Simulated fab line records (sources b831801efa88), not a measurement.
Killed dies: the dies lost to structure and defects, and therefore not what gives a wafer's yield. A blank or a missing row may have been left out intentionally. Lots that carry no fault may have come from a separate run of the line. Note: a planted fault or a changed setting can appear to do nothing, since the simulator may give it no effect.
8D (eight disciplines) problem report, filled in by code ; flow sky130 ; the parts of the form that need people (team, actions taken, sign-off) are left out

== 1. PROBLEM STATEMENT ==
Wafers without a fault read 119.98 C, standard deviation 0.14; primeTempC at SKY_METAL4_HMDS_06 reads a mean of 119.01 C on 6 wafers belonging to 2 lots. That puts it -6.9 standard deviations away from the usual mean.
The step: prime time 60 s.
Seen first at day 44 02:04 on lithoTrack-04, wafer L411.1. At this step, 36 wafers from 12 lots have a number in the record. The rule behind "out" and "out of limits": a value lying over 4 standard deviations away from the usual mean. The other wafers with a number count as sound.

== 2. WHAT IT IS AND WHAT IT IS NOT ==
question;is;is not
which readings at this step;primeTempC;-
which lots;L411, L414;L401, L402, L403, L405, L408, L410, L412, L422, L423, L424
which wafers of those lots;all that have a number;-
read on which tools;lithoTrack-04;lithoTrack-01, lithoTrack-03
when;from day 44 02:04;"up to then (18 sound wafers); but 12 sound wafers of L412, L422, L423, L424 came after"

== 3. THE SUSPECTS, EACH WITH WHAT RULES IT OUT ==
Counting: a tool at any process step up to the reading remains a suspect when it ran all the lots that are out and ran no sound lot after the first of those.
- plasmaAsher-04 at SKY_CAP2M_STRIP_14 (strips in O2/N2): ruled out as a lasting fault. Sound lots L423, L422 ran on it after its first lot that is out, L411 (day 43 14:18).
- lithoTrack-04 at SKY_METAL4_HMDS_06 (prime time 60 s): ruled out as a lasting fault. Sound lots L424 ran on it after its first lot that is out, L411 (day 44 02:04).
Left after counting: nothing in the record.

== 4. THE CAUSE (what the simulator had put in) ==
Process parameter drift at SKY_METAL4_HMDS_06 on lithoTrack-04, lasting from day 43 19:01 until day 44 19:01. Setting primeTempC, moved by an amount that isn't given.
Counting ruled it out, wrongly.

== 5. SEQUENCE OF EFFECTS, ordered by route ==
Each row: a reading whose mean over the struck wafers that have a number lies more than 3 standard deviations from the usual. Scope: only readings with a usual standard deviation given in the record; hours: median across lots of the time from each lot's start at the first step in this table that gives one to its start at this step; sigmas: change in usual standard deviations.
hours;step;reading;usual;on struck wafers;change;sigmas
0;SKY_METAL4_HMDS_06;primeTempC;119.98 C;119.01;-0.97;-6.9
Here are the process steps it includes:
- SKY_METAL4_HMDS_06: prime time 60 s.
At these later measuring or inspecting steps, every struck wafer for which the step has a row has a number for every such reading, and none has moved that far: SKY_METAL4_CD_MEAS_13.

== 6. HOW IT WOULD HAVE BEEN CAUGHT EARLIER ==
The fault began at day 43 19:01; the first out-of-limits reading in this record came at day 44 02:04, 7 hours later.
